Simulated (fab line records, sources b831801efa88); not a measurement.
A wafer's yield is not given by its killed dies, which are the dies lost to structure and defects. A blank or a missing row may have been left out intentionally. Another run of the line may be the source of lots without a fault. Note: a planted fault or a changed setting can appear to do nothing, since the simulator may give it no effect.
Comparing a struck lot with a sound one / flow sky130 / 14 out of 708 route steps
Sound: wafers L269.2, L269.4, L269.5. Wafers L275.2, L275.3, L275.4 were the ones struck. At the end, the cause is stated.
At each step with rows: each side's tool, then ch and its chambers, then its first start. Under that, the readings that differ: sound wafers / struck wafers / difference of the means / sigmas: that difference in standard deviations of wafers without a fault.
alike: a reading whose means differ by less than 2 such deviations, as well as words and numbers matching on both sides. not compared: withheld readings; readings where some wafer has no value; bounds like >300 that might hide an equal value; numbers whose values overlap and for which the record gives no deviation.
A row with sigmas, a row that says differs or no value, or rows on one side alone: a step with any of these is where the two part. Non-overlapping numbers with no deviation appear without sigmas and do not part them. A reading that every wafer of one side lacks parts them only if that side has two wafers or more.

SKY_LDD_LDN_TW_MEAS_13:
  sound: film metro-02 at day 24 12:10; struck: film metro-02 at day 26 22:28
  alike: LDD_LDN_TW
then, 2 steps without rows for these wafers: SKY_LDD_LDN_CLEAN_14 (cleans in SC1/SC2, time 150 s); SKY_SPACER_CVD_00 (deposits Si3N4 from DCS/NH3, target thk 43.1 nm, time 740 s).
SKY_SPACER_THK_MEAS_01:
  sound: film metro-01 at day 24 14:42; struck: film metro-01 at day 27 01:47
  alike: SPACER_CVD_00_THK
SKY_SPACER_ETCHBACK_02: etches Si3N4 in CH3F/O2, stops on SiO2, time 46.7 s, target depth 45 nm.
  sound on rie diel-04 ch 1,2, day 24 14:45; struck on rie diel-02 ch 1,2,3, day 27 01:50
  alike: drypump motor current A, oes product au, rf fwd power W, throttle valve pct
  not compared: rf hours counter h
then, 7 steps without rows for these wafers: SKY_POLY_CUT_DEHYDRATE_00 (time 60 s); SKY_POLY_CUT_HMDS_01 (prime time 60 s); SKY_POLY_CUT_COAT_02 (resist thk 60 nm); SKY_POLY_CUT_COAT_03 (resist thk 450 nm); SKY_POLY_CUT_SOFTBAKE_04 (time 90 s); SKY_POLY_CUT_EXPOSE_05 (exposes mask NPCM, target cd 270 nm); SKY_POLY_CUT_PEB_06.
SKY_POLY_CUT_DEVELOP_07: develop time 60 s.
  sound on litho track-03 ch 0, day 25 21:00; struck on litho track-02, day 28 06:00
  no value came back on the struck wafers for chill plate temp C (C), develop time s (s), resist line temp C (C); on the sound wafers chill plate temp C (C) reads 23.09 22.96 23.13
reading=model.KrF-thick_of_POLY_CUT_COAT_03.thk nm (nm); sound=435.3 435.9 434.9; struck=451.7 451.4 449.1; difference=+15.4; sigmas=
SKY_POLY_CUT_CD_MEAS_08 targets a cd of 270 nm.
  sound: cd sem-01 at day 25 21:11; struck: cd sem-02 at day 28 06:24
reading=cd nm (nm); sound=270.2 270.3 271.4; struck=- - -; difference=no value on the struck wafers; sigmas=

== WHERE THEY PART ==
At SKY_POLY_CUT_DEVELOP_07 first; at SKY_POLY_CUT_CD_MEAS_08 last (within this record only).

WHY: whatever the simulator had introduced
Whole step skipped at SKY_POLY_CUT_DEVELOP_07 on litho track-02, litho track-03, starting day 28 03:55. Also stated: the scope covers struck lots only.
